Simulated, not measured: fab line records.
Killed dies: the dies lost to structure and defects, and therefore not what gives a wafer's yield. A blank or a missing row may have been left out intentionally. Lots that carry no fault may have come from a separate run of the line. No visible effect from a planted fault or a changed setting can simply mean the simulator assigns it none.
One fault through the eyes of 2 desks -- flow sky130 -- what lay behind the numbers comes last; until then each desk has only its own

DESK OF THE TOOL OWNER: implanter-01
SKY_LDD_LDN_IMPLANT_11, tool's own readings: per-lot mean of the sampled wafers with a number, covering each lot this tool ran. If a lot's mean is further than 4 standard deviations from the usual mean, the lot is out of limits and carries the mark OUT (the distance appears in the brackets).
Columns: A = beam energy keV at SKY_LDD_LDN_IMPLANT_11, usual 15.000
lot,first seen here,A
L551,day 26 17:52,14.998
L552,day 26 22:04,15.005
L557,day 28 18:00,19.282 (+99 or more) OUT
L558,day 28 23:47,19.282 (+99 or more) OUT
This desk's verdict: out of limits on L557, L558, starting with L557 at day 28 18:00 (beam energy keV at SKY_LDD_LDN_IMPLANT_11). Within limits: L551, L552.

METROLOGY DESK
What the gauges read, lot by lot, whatever tool the lot ran on: means of the sampled wafers that have a number. If a lot's mean is further than 4 standard deviations from the usual mean, the lot is out of limits and carries the mark OUT (the distance appears in the brackets).
Columns: A = LDD_HVP_OVL at SKY_LDD_HVP_OVL_MEAS_07, usual 0.8 nm; B = LDD_LDN_OVL at SKY_LDD_LDN_OVL_MEAS_07, usual 0.7 nm
lot,first seen here,A,B
L541,day 22 18:02,-0.2,1.7
L542,day 22 19:04,1.0,-1.4
L544,day 22 19:47,0.5,-0.7
L547,day 24 22:31,0.9,1.0
L546,day 24 23:43,1.8,1.8
L549,day 25 01:22,0.7,0.5
L551,day 25 11:52,-0.6,2.1
L552,day 25 16:13,1.7,2.1
L557,day 27 13:19,0.4,-0.6
L558,day 27 18:55,0.2,0.2
L561,day 28 17:50,0.6,0.7
L563,day 29 13:25,2.3,0.1
L564,day 29 18:37,-0.8,0.9
Finding of this desk: none of the 13 lots has anything out of limits.

TAKEN TOGETHER
The tool owner's desk had the chance to raise an alarm at day 28 18:00 on L557, L558.
From the metrology desk's view, nothing was out of limits.
The metrology desk holds a record of L557, L558, inside its limits.
Of the lots named, all ran SKY_LDD_LDN_IMPLANT_11 on implanter-01.

WHAT WAS PUT IN BY THE SIMULATOR
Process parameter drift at SKY_LDD_LDN_IMPLANT_11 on implanter-01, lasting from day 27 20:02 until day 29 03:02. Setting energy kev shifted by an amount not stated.
Struck lots among those shown: L557, L558.
Time in hours from fault onset to the first out-of-limits reading at each desk: the tool owner's desk, 22.
